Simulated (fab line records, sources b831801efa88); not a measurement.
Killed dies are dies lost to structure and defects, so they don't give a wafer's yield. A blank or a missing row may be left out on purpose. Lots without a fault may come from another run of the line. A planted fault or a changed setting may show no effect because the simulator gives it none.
Which tool did it? | flow sky130 | 13 lots, 39 wafers sampled, at 7 steps of a route of 708

WHAT THE GAUGES READ, wafer by wafer
SKY_VT_ADJUST_LVTN_OVL_MEAS_07. Usual: VT_ADJUST_LVTN_OVL 1.3 nm, standard deviation 1.3.
lot  | measured     | on         | VT_ADJUST_LVTN_OVL (nm) | flag
L644 | day 6 18:41  | overlay-01 | 2.7 3.3 0.5             |
L645 | day 7 07:02  | overlay-01 | 4.5 2.2 3.9             |
L646 | day 7 13:14  | overlay-01 | 0.1 -0.8 -1.4           |
L647 | day 7 15:54  | overlay-01 | 1.8 1.7 1.5             |
L648 | day 8 02:24  | overlay-02 | 2.4 4.4 2.7             |
L650 | day 8 14:40  | overlay-01 | 1.4 2.1 0.0             |
L652 | day 9 03:30  | overlay-01 | 0.7 2.4 1.9             |
L653 | day 9 06:41  | overlay-01 | 0.7 -0.1 0.9            |
L654 | day 9 13:29  | overlay-01 | 1.3 0.1 0.8             |
L656 | day 10 03:22 | overlay-01 | -0.5 3.7 1.9            |
L665 | day 12 13:42 | overlay-01 | 1.8 0.9 0.1             |
L666 | day 12 18:57 | overlay-02 | -1.1 1.3 -1.3           |
L667 | day 13 16:59 | overlay-01 | 0.0 0.1 -0.3            |

SKY_VT_ADJUST_NCORE_CD_MEAS_07: target cd 380 nm. Usual: cd_nm 379.5 nm, standard deviation 2.
lot  | measured     | on        | cd_nm (nm)        | flag
L644 | day 8 09:48  | cd_sem-02 | 378.3 377.9 374.3 |
L645 | day 8 23:49  | cd_sem-02 | 382.3 380.9 379.7 |
L646 | day 9 05:33  | cd_sem-02 | 378.2 380.0 377.0 |
L647 | day 9 08:09  | cd_sem-02 | 377.7 379.1 378.4 |
L648 | day 9 20:24  | cd_sem-01 | 381.8 378.8 381.1 |
L650 | day 10 10:55 | cd_sem-02 | 381.7 378.0 382.5 |
L652 | day 11 00:53 | cd_sem-02 | 382.3 383.4 382.8 |
L653 | day 11 03:47 | cd_sem-02 | 379.2 379.9 378.8 |
L654 | day 11 10:58 | cd_sem-02 | - - -             | OFF
L656 | day 12 00:58 | cd_sem-01 | 378.6 379.7 377.4 |
L665 | day 14 16:59 | cd_sem-02 | 382.3 379.8 379.8 |
L666 | day 14 22:59 | cd_sem-01 | 378.6 380.3 379.7 |
L667 | day 15 22:08 | cd_sem-01 | 376.8 374.7 376.5 |

SKY_VT_ADJUST_NCORE_TW_MEAS_11. Usual: VT_ADJUST_NCORE_TW 218.0, standard deviation 1.5.
lot  | measured     | on            | VT_ADJUST_NCORE_TW | flag
L644 | day 8 10:12  | film_metro-03 | 218.9 217.5 218.2  |
L645 | day 9 00:13  | film_metro-01 | 219.8 220.0 219.6  |
L646 | day 9 05:57  | film_metro-01 | 219.9 221.0 219.8  |
L647 | day 9 08:33  | film_metro-03 | 215.9 216.1 216.6  |
L648 | day 9 20:48  | film_metro-04 | 217.7 217.4 218.7  |
L650 | day 10 11:19 | film_metro-03 | 216.5 217.9 218.6  |
L652 | day 11 01:16 | film_metro-03 | 217.4 216.8 216.6  |
L653 | day 11 04:11 | film_metro-01 | 220.4 219.0 221.6  |
L654 | day 11 11:22 | film_metro-03 | 29.6 29.7 29.7     | OFF
L656 | day 12 01:22 | film_metro-03 | 216.9 217.1 216.5  |
L665 | day 14 17:23 | film_metro-03 | 219.6 219.7 219.4  |
L666 | day 14 23:23 | film_metro-04 | 217.3 217.2 217.7  |
L667 | day 15 22:32 | film_metro-03 | 218.6 218.6 219.4  |

SKY_VT_ADJUST_HVTR_OVL_MEAS_08. Usual: VT_ADJUST_HVTR_OVL 0.4 nm, standard deviation 1.3.
lot  | measured     | on         | VT_ADJUST_HVTR_OVL (nm) | flag
L644 | day 9 06:13  | overlay-02 | 0.0 -1.0 -0.2           |
L645 | day 9 21:28  | overlay-01 | 1.3 0.7 2.0             |
L646 | day 10 04:10 | overlay-01 | 0.9 -0.6 -0.3           |
L647 | day 10 06:46 | overlay-01 | -0.3 -0.1 -0.4          |
L648 | day 10 19:46 | overlay-02 | -1.7 0.0 -1.2           |
L650 | day 11 09:01 | overlay-01 | -1.4 0.6 -1.2           |
L652 | day 12 00:19 | overlay-02 | 1.4 0.1 0.4             |
L653 | day 12 03:13 | overlay-01 | 2.4 0.6 1.1             |
L654 | day 12 11:11 | overlay-02 | -2.0 -1.6 -2.1          |
L656 | day 13 01:10 | overlay-02 | 0.3 2.5 2.7             |
L665 | day 15 20:01 | overlay-01 | 2.3 0.6 0.3             |
L666 | day 16 03:12 | overlay-01 | 0.6 1.9 0.3             |
L667 | day 17 02:33 | overlay-02 | -0.4 -0.1 -2.4          |

SKY_VT_ADJUST_HVTR_TW_MEAS_11. Usual: VT_ADJUST_HVTR_TW 210.2, standard deviation 1.1.
lot  | measured     | on            | VT_ADJUST_HVTR_TW | flag
L644 | day 9 06:30  | film_metro-02 | 211.7 211.6 211.6 |
L645 | day 9 21:46  | film_metro-01 | 212.0 211.6 212.1 |
L646 | day 10 04:26 | film_metro-02 | 209.3 209.1 210.1 |
L647 | day 10 07:03 | film_metro-01 | 211.3 211.5 211.4 |
L648 | day 10 20:02 | film_metro-03 | 208.8 208.3 210.1 |
L650 | day 11 09:19 | film_metro-03 | 209.0 208.9 209.8 |
L652 | day 12 00:37 | film_metro-02 | 211.0 210.1 209.3 |
L653 | day 12 03:31 | film_metro-03 | 209.8 209.4 209.1 |
L654 | day 12 11:28 | film_metro-02 | 261.2 261.1 261.9 | OFF
L656 | day 13 01:28 | film_metro-03 | 210.0 209.3 209.8 |
L665 | day 15 20:19 | film_metro-01 | 212.3 210.4 212.9 |
L666 | day 16 03:29 | film_metro-02 | 210.6 210.1 209.6 |
L667 | day 17 02:50 | film_metro-01 | 208.2 209.5 209.1 |

WHICH TOOL RAN EACH LOT (tool, then ch and the chambers of the sampled wafers, then the start)
lot  | SKY_NWELL_STRIP_25                   | SKY_VT_ADJUST_NCORE_EXPOSE_04
L644 | plasma_asher-02 ch 0,1, day 5 04:41  | iline_stepper-02 ch 0, day 8 00:24
L645 | plasma_asher-03 ch 0,1, day 5 15:58  | iline_stepper-01 ch 0, day 8 13:32
L646 | plasma_asher-03 ch 0,1, day 5 21:33  | iline_stepper-01 ch 0, day 8 19:29
L647 | plasma_asher-03 ch 1, day 6 00:25    | iline_stepper-01 ch 0, day 8 21:51
L648 | plasma_asher-01 ch 0, day 6 09:47    | iline_stepper-01 ch 0, day 9 09:32
L650 | plasma_asher-01 ch 0,1, day 6 22:04  | iline_stepper-01 ch 0, day 9 23:50
L652 | plasma_asher-02 ch 0,1, day 7 10:43  | iline_stepper-01 ch 0, day 10 13:37
L653 | plasma_asher-03 ch 0,1, day 7 14:37  | iline_stepper-02 ch 0, day 10 17:22
L654 | plasma_asher-02 ch 0,1, day 7 18:40  | iline_stepper-02 ch 0, day 10 23:40
L656 | plasma_asher-01 ch 0,1, day 8 07:06  | iline_stepper-02 ch 0, day 11 13:26
L665 | plasma_asher-03 ch 0,1, day 10 14:36 | iline_stepper-02 ch 0, day 14 03:41
L666 | plasma_asher-02 ch 0,1, day 10 19:25 | iline_stepper-02 ch 0, day 14 09:29
L667 | plasma_asher-01 ch 0,1, day 11 14:40 | iline_stepper-02 ch 0, day 15 08:29
- SKY_NWELL_STRIP_25: strips in O2/N2.
- SKY_VT_ADJUST_NCORE_EXPOSE_04: exposes mask LVTN COMPLEMENT THIN, target cd 380 nm.

WHAT THE TOOLS THEMSELVES READ (means of the sampled wafers that have a number; where no wafer has one, the mark that the record gives instead)
SKY_NWELL_STRIP_25. Usual: drypump_motor_current_A 6.0 A, standard deviation 0.35; oes_product_au 0.723 a.u., standard deviation 0.0046; strip_time_to_endpoint_s 37.00 s, standard deviation 0.097.
lot  | tool            | drypump_motor_current_A (A) | oes_product_au (a.u.) | strip_time_to_endpoint_s (s) | flag
L644 | plasma_asher-02 | 5.8                         | 0.720                 | 37.12                        |
L645 | plasma_asher-03 | 6.4                         | 0.720                 | 36.95                        |
L646 | plasma_asher-03 | 6.4                         | 0.719                 | 37.00                        |
L647 | plasma_asher-03 | 6.4                         | 0.715                 | 36.82                        |
L648 | plasma_asher-01 | 6.0                         | 0.723                 | 37.13                        |
L650 | plasma_asher-01 | 5.8                         | 0.721                 | 37.14                        |
L652 | plasma_asher-02 | 5.8                         | 0.724                 | 36.96                        |
L653 | plasma_asher-03 | 6.4                         | 0.726                 | 37.02                        |
L654 | plasma_asher-02 | 5.7                         | 0.725                 | 36.97                        |
L656 | plasma_asher-01 | 5.7                         | 0.722                 | 36.92                        |
L665 | plasma_asher-03 | 6.4                         | 0.720                 | 36.89                        |
L666 | plasma_asher-02 | 5.8                         | 0.723                 | 37.16                        |
L667 | plasma_asher-01 | 5.7                         | 0.722                 | 37.04                        |

THE ANSWER, worked out from the rows above alone
Rule: a lot is off if the mean of its wafers that have a number lies more than 3 standard deviations from the usual mean. A lot without any number at a reading at which 4 lots or more have one is off too. The other lots that the step has rows for count as sound. The gauges are gone through in route order, then the tools' own readings, and for those a lot's mean is taken as printed above. The first step at which some lot is off is used, and at that step the reading that is off furthest; a lot without a number counts as furthest.
Off: L654, at SKY_VT_ADJUST_NCORE_CD_MEAS_07 (cd_nm). Without a number there: L654.
A tool fits if, at a process step before that reading, it ran every lot that is off, and no sound lot after the first of them. The gauges at SKY_VT_ADJUST_NCORE_CD_MEAS_07 aren't tried: what is off there is off at SKY_VT_ADJUST_NCORE_TW_MEAS_11 too, on other tools, and a gauge's error can't cause that. None of those tried fits.

WHAT THE SIMULATOR HAD PUT IN
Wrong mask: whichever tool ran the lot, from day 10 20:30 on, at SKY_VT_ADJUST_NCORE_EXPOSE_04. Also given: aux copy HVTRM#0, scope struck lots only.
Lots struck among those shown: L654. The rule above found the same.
